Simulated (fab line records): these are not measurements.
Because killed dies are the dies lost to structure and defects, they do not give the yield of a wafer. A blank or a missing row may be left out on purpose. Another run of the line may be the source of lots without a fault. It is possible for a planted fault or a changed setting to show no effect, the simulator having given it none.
Comparing a struck lot with a sound one ; flow sky130 ; 20 out of 708 route steps
Sound: these wafers, L194.1, L194.4, L194.5. Wafers struck: L207.1, L207.2, L207.5. The cause is given at the end.
At each step with rows: each side's tool, then ch and its chambers, then its first start. Under that, the readings that differ: sound wafers ; struck wafers ; difference of the means ; sigmas: that difference in standard deviations of wafers without a fault.
alike: same words and numbers on both sides, and readings whose means sit less than 2 such deviations apart. not compared: any withheld reading, any reading some wafer has no value for, any bound like >300 that may hide the same value, and any number with overlapping values for which the record gives no deviation.
A row with sigmas, a row that says differs or no value, or rows on one side alone: a step with any of these is where the two part. Non-overlapping numbers with no deviation appear without sigmas and do not part them. A reading missing from all wafers of one side parts the sides only when that side holds two or more wafers.

first, 6 steps without rows for these wafers: SKY_DNWELL_COAT_02 (resist thk 3000 nm); SKY_DNWELL_SOFTBAKE_03; SKY_DNWELL_EXPOSE_04 (exposes mask DNM, target cd 3000 nm); SKY_DNWELL_PEB_05; SKY_DNWELL_DEVELOP_06 (develop time 60 s); SKY_DNWELL_IMPLANT_07.
SKY_DNWELL_STRIP_08: strips in O2/N2.
  sound on plasma-asher-04 ch 0,1, day 3 09:02; struck on plasma-asher-03 ch 0,1, day 7 03:47
  alike: drypump-motor-current-A, o2-flow-sccm, oes-product-au, strip-time-to-endpoint-s
  not compared: rf-hours-counter-h
SKY_DNWELL_TW_MEAS_09:
  sound on film-metro-04, day 3 09:08; struck on film-metro-02, day 7 03:53
  alike: DNWELL_TW
then, 4 steps without rows for these wafers: SKY_PWDE_DEHYDRATE_00 (time 60 s); SKY_PWDE_HMDS_01 (prime time 60 s); SKY_PWDE_COAT_02 (resist thk 3000 nm); SKY_PWDE_SOFTBAKE_03.
SKY_PWDE_EXPOSE_04: exposes mask PWDEM, target cd 840 nm.
  sound on iline-stepper-01 ch 0, day 3 17:34; struck on iline-stepper-02 ch 0, day 7 13:03
reading;sound;struck;difference;sigmas
mask;PWDEM#0 PWDEM#0 PWDEM#0;NWM#0 NWM#0 NWM#0;differs;
then, 2 steps without rows for these wafers: SKY_PWDE_PEB_05; SKY_PWDE_DEVELOP_06 (develop time 60 s).
SKY_PWDE_OVL_MEAS_07:
  sound on overlay-01, day 4 01:26; struck on overlay-01, day 7 21:41
reading;sound;struck;difference;sigmas
PWDE_OVL (nm);0.4 -1.2 -0.4;- - -;no value on the struck wafers;
next, for these wafers, 1 step has no rows: SKY_PWDE_IMPLANT_08.
SKY_PWDE_STRIP_09: strips in O2/N2.
  sound on plasma-asher-01 ch 0,1, day 4 01:37; struck on plasma-asher-03 ch 0,1, day 7 22:05
  alike: drypump-motor-current-A, o2-flow-sccm, oes-product-au, strip-time-to-endpoint-s
  not compared: rf-hours-counter-h
SKY_PWDE_TW_MEAS_10:
  sound on film-metro-04, day 4 01:43; struck on film-metro-02, day 7 22:11
reading;sound;struck;difference;sigmas
PWDE_TW;369.1 372.4 374.0;29.7 29.5 29.7;-342.2;-99 or more
then, 1 step without rows for these wafers: SKY_NWELL_DEHYDRATE_03 (time 60 s).

WHERE THEY PART
At SKY_PWDE_EXPOSE_04 first; at SKY_PWDE_TW_MEAS_10 last (within this record only).

WHY: the cause the simulator had injected
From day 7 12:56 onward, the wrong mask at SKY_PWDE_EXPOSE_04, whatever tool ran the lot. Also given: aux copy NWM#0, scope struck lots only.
